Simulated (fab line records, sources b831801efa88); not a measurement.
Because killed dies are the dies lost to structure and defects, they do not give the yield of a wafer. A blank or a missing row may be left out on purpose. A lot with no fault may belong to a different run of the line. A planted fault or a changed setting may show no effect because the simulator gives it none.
The tool behind it: which one? || flow sky130 || 39 wafers from 13 lots sampled at 2 of the route's 708 steps

## WHAT THE GAUGES SHOWED, per wafer
SKY_VIA3_THK_MEAS_01. Usual: VIA3_HDPCVD_THK gives 1629 nm (standard deviation 17).
{"lot": "L532", "measured": "day 39 05:14", "on": "filmMetro-03", "VIA3_HDPCVD_THK (nm)": "1616 1636 1642", "flag": ""}
{"lot": "L533", "measured": "day 40 02:16", "on": "filmMetro-03", "VIA3_HDPCVD_THK (nm)": "1627 1630 1601", "flag": ""}
{"lot": "L537", "measured": "day 40 13:11", "on": "filmMetro-02", "VIA3_HDPCVD_THK (nm)": "1642 1662 1637", "flag": ""}
{"lot": "L538", "measured": "day 40 17:29", "on": "filmMetro-02", "VIA3_HDPCVD_THK (nm)": "1631 1635 1638", "flag": ""}
{"lot": "L536", "measured": "day 40 19:10", "on": "filmMetro-01", "VIA3_HDPCVD_THK (nm)": "1665 1632 1634", "flag": ""}
{"lot": "L539", "measured": "day 41 02:28", "on": "filmMetro-01", "VIA3_HDPCVD_THK (nm)": "1660 1639 1650", "flag": ""}
{"lot": "L540", "measured": "day 41 12:22", "on": "filmMetro-01", "VIA3_HDPCVD_THK (nm)": "1611 1627 1612", "flag": ""}
{"lot": "L541", "measured": "day 41 22:48", "on": "filmMetro-02", "VIA3_HDPCVD_THK (nm)": "1629 1633 1619", "flag": ""}
{"lot": "L542", "measured": "day 42 00:17", "on": "filmMetro-03", "VIA3_HDPCVD_THK (nm)": "1620 1613 1608", "flag": ""}
{"lot": "L543", "measured": "day 42 01:55", "on": "filmMetro-03", "VIA3_HDPCVD_THK (nm)": "1605 1614 1602", "flag": ""}
{"lot": "L544", "measured": "day 42 08:04", "on": "filmMetro-03", "VIA3_HDPCVD_THK (nm)": "1642 1626 1604", "flag": ""}
{"lot": "L551", "measured": "day 44 04:45", "on": "filmMetro-01", "VIA3_HDPCVD_THK (nm)": "1938 1641 1632", "flag": "OFF"}
{"lot": "L555", "measured": "day 44 20:13", "on": "filmMetro-01", "VIA3_HDPCVD_THK (nm)": "1623 1614 1610", "flag": ""}

## TOOL THAT RAN EACH LOT (tool first, then ch and the chambers of the sampled wafers, then the start)
{"lot": "L532", "SKY_VIA3_HDPCVD_00": "hdpcvd-01 ch 0,1,2, day 39 05:04"}
{"lot": "L533", "SKY_VIA3_HDPCVD_00": "hdpcvd-01 ch 1,2, day 40 02:05"}
{"lot": "L537", "SKY_VIA3_HDPCVD_00": "hdpcvd-02 ch 0,1, day 40 13:01"}
{"lot": "L538", "SKY_VIA3_HDPCVD_00": "hdpcvd-01 ch 0,1,2, day 40 17:19"}
{"lot": "L536", "SKY_VIA3_HDPCVD_00": "hdpcvd-01 ch 0,1,2, day 40 18:59"}
{"lot": "L539", "SKY_VIA3_HDPCVD_00": "hdpcvd-01 ch 0,1,2, day 41 02:17"}
{"lot": "L540", "SKY_VIA3_HDPCVD_00": "hdpcvd-02 ch 1,2, day 41 12:11"}
{"lot": "L541", "SKY_VIA3_HDPCVD_00": "hdpcvd-01 ch 0,2, day 41 22:37"}
{"lot": "L542", "SKY_VIA3_HDPCVD_00": "hdpcvd-01 ch 0,1,2, day 42 00:07"}
{"lot": "L543", "SKY_VIA3_HDPCVD_00": "hdpcvd-01 ch 0,1,2, day 42 01:44"}
{"lot": "L544", "SKY_VIA3_HDPCVD_00": "hdpcvd-01 ch 0,2, day 42 07:52"}
{"lot": "L551", "SKY_VIA3_HDPCVD_00": "hdpcvd-01 ch 0,1,2, day 44 04:35"}
{"lot": "L555", "SKY_VIA3_HDPCVD_00": "hdpcvd-02 ch 1,2, day 44 20:03"}
- SKY_VIA3_HDPCVD_00: deposits SiO2, target thk 1635 nm, time 272.5 s.

## WHAT THE TOOLS THEMSELVES READ (means of the sampled wafers that have a number; where no wafer has one, the mark that the record gives instead)
SKY_VIA3_HDPCVD_00. Usual: runLengthS 300.3 s, standard deviation 0.49.
{"lot": "L532", "tool": "hdpcvd-01", "runLengthS (s)": 300.2, "flag": ""}
{"lot": "L533", "tool": "hdpcvd-01", "runLengthS (s)": 300.3, "flag": ""}
{"lot": "L537", "tool": "hdpcvd-02", "runLengthS (s)": 300.7, "flag": ""}
{"lot": "L538", "tool": "hdpcvd-01", "runLengthS (s)": 300.6, "flag": ""}
{"lot": "L536", "tool": "hdpcvd-01", "runLengthS (s)": 300.2, "flag": ""}
{"lot": "L539", "tool": "hdpcvd-01", "runLengthS (s)": 300.2, "flag": ""}
{"lot": "L540", "tool": "hdpcvd-02", "runLengthS (s)": 299.5, "flag": ""}
{"lot": "L541", "tool": "hdpcvd-01", "runLengthS (s)": 300.4, "flag": ""}
{"lot": "L542", "tool": "hdpcvd-01", "runLengthS (s)": 300.3, "flag": ""}
{"lot": "L543", "tool": "hdpcvd-01", "runLengthS (s)": 300.2, "flag": ""}
{"lot": "L544", "tool": "hdpcvd-01", "runLengthS (s)": 300.2, "flag": ""}
{"lot": "L551", "tool": "hdpcvd-01", "runLengthS (s)": 316.2, "flag": "OFF"}
{"lot": "L555", "tool": "hdpcvd-02", "runLengthS (s)": 299.8, "flag": ""}

## THE ANSWER, worked out from the rows above alone
Rule: a lot counts as off when the mean over its wafers that have a number is more than 3 standard deviations away from the usual mean. A lot without any number at a reading at which 4 lots or more have one is off too. Where the step has rows for the other lots, those lots are counted as sound. Order of review: gauges by route order, followed by the tools' own readings, for which a lot's mean as printed above is used. At the first step where some lot is off, the reading lying furthest off is the one used; lots without a number count as furthest.
Off: L551, at SKY_VIA3_THK_MEAS_01 (VIA3_HDPCVD_THK).
If a tool, at a process step before that reading, ran all the lots that are off and no sound lot after the first of them, it fits. The gauges at SKY_VIA3_THK_MEAS_01 aren't tried: what is off there is off at SKY_VIA3_HDPCVD_00 too, on other tools, and a gauge's error can't cause that. One fits: hdpcvd-01 at SKY_VIA3_HDPCVD_00. Its last sound lot is L544 (day 42 07:52), its first lot that is off L551 (day 44 04:35): a fault that began between those two fits.
The tool's own readings at SKY_VIA3_HDPCVD_00 bear it out: on the lots that are off they differ by more than 5 times the standard deviation of the sound lots' means. runLengthS reads 316.2 s there against 300.2 s on the sound lots.

## WHAT HAD BEEN PUT IN BY THE SIMULATOR
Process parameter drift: hdpcvd-01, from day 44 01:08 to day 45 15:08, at SKY_VIA3_HDPCVD_00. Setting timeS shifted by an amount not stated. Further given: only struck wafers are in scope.
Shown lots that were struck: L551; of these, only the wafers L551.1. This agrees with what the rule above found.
